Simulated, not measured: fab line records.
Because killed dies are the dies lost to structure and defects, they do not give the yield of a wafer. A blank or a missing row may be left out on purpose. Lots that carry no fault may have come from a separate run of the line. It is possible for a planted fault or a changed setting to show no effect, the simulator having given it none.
The tool behind it: which one? + flow sky130 + 18 wafers sampled from 6 lots at 1 step of a route of 708

## WHAT THE GAUGES READ, wafer by wafer
SKY_NWELL_OVL_MEAS_10.
| lot  | measured     | on         | NWELL_00_OVL (nm) |
|------|--------------|------------|-------------------|
| L876 | day 5 00:22  | overlay-01 | 0.1 1.9 1.5       |
| L886 | day 7 04:17  | overlay-02 | 3.3 2.6 2.9       |
| L889 | day 7 21:13  | overlay-02 | 0.6 1.4 2.7       |
| L893 | day 8 22:01  | overlay-01 | 0.6 0.0 0.1       |
| L896 | day 9 16:48  | overlay-01 | 1.2 1.0 0.1       |
| L898 | day 10 06:50 | overlay-02 | 2.9 2.3 3.2       |

## EACH LOT AND THE TOOL THAT RAN IT (in order: tool; ch and the chambers of the sampled wafers; start)
The record holds no process step before these readings.

## THE ANSWER, worked out from the rows above alone
Rule: what is usual is taken from the lots themselves. The widest of any qualifying gaps counts: lots, ordered by their means at a reading, are off when they make up no more than a third of the lots, leave a main group of 4 or more, and stand apart from it by 3 or more times the standard deviation of that group's means. Not used: any main group whose means are identical at the precision the tables above print for the reading. Also off: a lot with no number at a reading for which 4 or more lots have one. All remaining lots with rows at the step are treated as sound.
None of the lots is off at any reading shown; this tells nothing.

## WHAT THE SIMULATOR HAD PUT IN
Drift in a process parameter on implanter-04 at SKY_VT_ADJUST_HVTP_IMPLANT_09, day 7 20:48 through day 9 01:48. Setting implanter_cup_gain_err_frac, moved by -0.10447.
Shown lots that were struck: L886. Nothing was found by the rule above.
